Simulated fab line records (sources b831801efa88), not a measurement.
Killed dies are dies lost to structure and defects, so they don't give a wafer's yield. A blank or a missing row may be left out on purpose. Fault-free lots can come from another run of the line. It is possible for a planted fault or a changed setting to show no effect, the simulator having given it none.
Which tool is to blame?    flow gf180mcu    42 wafers from 14 lots sampled at 4 of the route's 602 steps

WHAT THE GAUGES READ, wafer by wafer
GF_M1_RS_MEAS_05: the measuring method here is four-point-probe. Usual: M1_ALCU_RS 0.0692 ohm/sq, standard deviation 0.00073.
lot   measured      on            M1_ALCU_RS (ohm/sq)   flag
L225  day 16 11:43  filmMetro-04  0.0701 0.0694 0.0694  
L226  day 16 20:14  filmMetro-03  0.0694 0.0687 0.0690  
L227  day 17 08:43  filmMetro-01  0.0707 0.0695 0.0696  
L228  day 17 17:53  filmMetro-04  0.0693 0.0678 0.0689  
L229  day 18 01:31  filmMetro-01  0.0685 0.0670 0.0688  
L230  day 18 07:36  filmMetro-01  0.0686 0.0687 0.0696  
L231  day 18 17:24  filmMetro-03  0.0697 0.0694 0.0678  
L236  day 21 14:29  filmMetro-01  0.0686 0.0681 0.0690  
L237  day 22 00:07  filmMetro-03  0.0692 0.0693 0.0691  
L239  day 22 06:35  filmMetro-03  0.0701 0.0696 0.0701  
L240  day 22 14:04  filmMetro-01  0.0695 0.0699 0.0691  
L241  day 23 05:22  filmMetro-04  0.0703 0.0689 0.0691  
L242  day 23 03:43  filmMetro-03  0.0694 0.0699 0.0696  
L243  day 23 15:25  filmMetro-03  0.0677 0.0675 0.0687  

GF_M1_THK_MEAS_06: measures by xrf. Usual: M1_ALCU_THK 453 nm, standard deviation 6.1.
lot   measured      on            M1_ALCU_THK (nm)  flag
L225  day 16 11:50  filmMetro-04  454 454 455       
L226  day 16 20:21  filmMetro-03  444 452 450       
L227  day 17 08:50  filmMetro-01  442 449 450       
L228  day 17 18:00  filmMetro-04  460 469 465       
L229  day 18 01:38  filmMetro-01  460 470 455       
L230  day 18 07:43  filmMetro-01  456 458 451       
L231  day 18 17:31  filmMetro-03  449 451 460       
L236  day 21 14:37  filmMetro-01  452 454 448       
L237  day 22 00:14  filmMetro-03  453 453 453       
L239  day 22 06:41  filmMetro-03  448 450 446       
L240  day 22 14:11  filmMetro-01  448 444 450       
L241  day 23 05:29  filmMetro-04  453 460 459       
L242  day 23 03:50  filmMetro-03  449 445 447       
L243  day 23 15:31  filmMetro-03  460 460 453       

TOOL THAT RAN EACH LOT (tool first, then ch and the chambers of the sampled wafers, then the start)
lot   GF_NWELL_EXPOSE_04                 GF_CONTACT_CMP_04
L225  ilineStepper-02 ch 0, day 3 08:49  cmp-01 ch 0,2,3, day 15 12:04
L226  ilineStepper-02 ch 0, day 3 12:36  cmp-01 ch 1,2, day 15 20:21
L227  ilineStepper-01 ch 0, day 3 21:08  cmp-01 ch 0,1,3, day 16 08:15
L228  ilineStepper-02 ch 0, day 4 02:11  cmp-01 ch 0,2,3, day 16 16:40
L229  ilineStepper-02 ch 0, day 4 05:25  cmp-01 ch 0,2,3, day 17 00:00
L230  ilineStepper-02 ch 0, day 4 08:28  cmp-02 ch 0,2,3, day 17 06:12
L231  ilineStepper-02 ch 0, day 4 15:06  cmp-01 ch 1,2, day 17 15:51
L236  ilineStepper-01 ch 0, day 6 04:00  cmp-01 ch 2,3, day 20 12:40
L237  ilineStepper-01 ch 0, day 6 10:55  cmp-02 ch 0,1,2, day 20 22:22
L239  ilineStepper-01 ch 0, day 6 17:46  cmp-02 ch 0,1,3, day 21 04:44
L240  ilineStepper-02 ch 0, day 6 21:05  cmp-01 ch 0,1,3, day 21 13:10
L241  ilineStepper-02, day 7 04:55       cmp-01 ch 0,1,2, day 22 05:19
L242  ilineStepper-02, day 7 06:30       cmp-01 ch 0,1,3, day 22 02:36
L243  ilineStepper-02 ch 0, day 7 12:35  cmp-01 ch 1,2, day 22 14:05
- GF_NWELL_EXPOSE_04: exposes mask Nwell, target cd 860 nm.
- GF_CONTACT_CMP_04: polishes SiO2.

WHAT THE TOOLS THEMSELVES READ (means of the sampled wafers that have a number; where no wafer has one, the mark that the record gives instead)
GF_NWELL_EXPOSE_04. Usual: exposureDoseMJCm2 260.02, standard deviation 0.26; focusOffsetNm 0.1 nm, standard deviation 0.53; reticleTempC 22.99 C, standard deviation 0.096.
lot   tool             exposureDoseMJCm2  focusOffsetNm (nm)  reticleTempC (C)  flag
L225  ilineStepper-02  259.97             0.2                 23.03             
L226  ilineStepper-02  260.22             -0.4                23.02             
L227  ilineStepper-01  259.92             0.4                 22.94             
L228  ilineStepper-02  259.97             0.7                 23.02             
L229  ilineStepper-02  259.90             0.1                 22.89             
L230  ilineStepper-02  259.85             0.2                 23.02             
L231  ilineStepper-02  260.02             -0.3                23.00             
L236  ilineStepper-01  260.19             0.4                 22.86             
L237  ilineStepper-01  259.82             -0.5                23.01             
L239  ilineStepper-01  260.31             0.4                 23.01             
L240  ilineStepper-02  259.71             -0.6                23.02             
L241  ilineStepper-02  -                  -                   -                 OFF
L242  ilineStepper-02  -                  -                   -                 OFF
L243  ilineStepper-02  260.22             0.3                 23.10             

GF_CONTACT_CMP_04. Usual: motorCurrentA 12.3 A, standard deviation 0.92; timeToEndpointS 111 s, standard deviation 7.9.
lot   tool    motorCurrentA (A)  timeToEndpointS (s)  flag
L225  cmp-01  12.0               117                  
L226  cmp-01  12.6               115                  
L227  cmp-01  12.5               118                  
L228  cmp-01  12.1               109                  
L229  cmp-01  11.9               114                  
L230  cmp-02  12.1               113                  
L231  cmp-01  12.5               110                  
L236  cmp-01  11.6               111                  
L237  cmp-02  13.2               106                  
L239  cmp-02  12.9               100                  
L240  cmp-01  12.2               118                  
L241  cmp-01  12.0               121                  
L242  cmp-01  12.4               110                  
L243  cmp-01  12.6               111                  

THE ANSWER, worked out from the rows above alone
Rule: take the mean of a lot's wafers that have a number; if it is more than 3 standard deviations from the usual mean, the lot is off. Also off: a lot with no number at a reading for which 4 or more lots have one. Any other lot the step has rows for is counted as sound. Order of review: gauges by route order, followed by the tools' own readings, for which a lot's mean as printed above is used. The first step at which some lot is off is used, and at that step the reading that is off furthest; a lot without a number counts as furthest.
Off at GF_NWELL_EXPOSE_04 (exposureDoseMJCm2): L241, L242. Without a number there: L241, L242.
If a tool, at that step or one of the process steps before it, ran each lot that is off and ran no sound lot following the first of them, it fits. Of those tried, none fits.

WHAT THE SIMULATOR HAD INSERTED
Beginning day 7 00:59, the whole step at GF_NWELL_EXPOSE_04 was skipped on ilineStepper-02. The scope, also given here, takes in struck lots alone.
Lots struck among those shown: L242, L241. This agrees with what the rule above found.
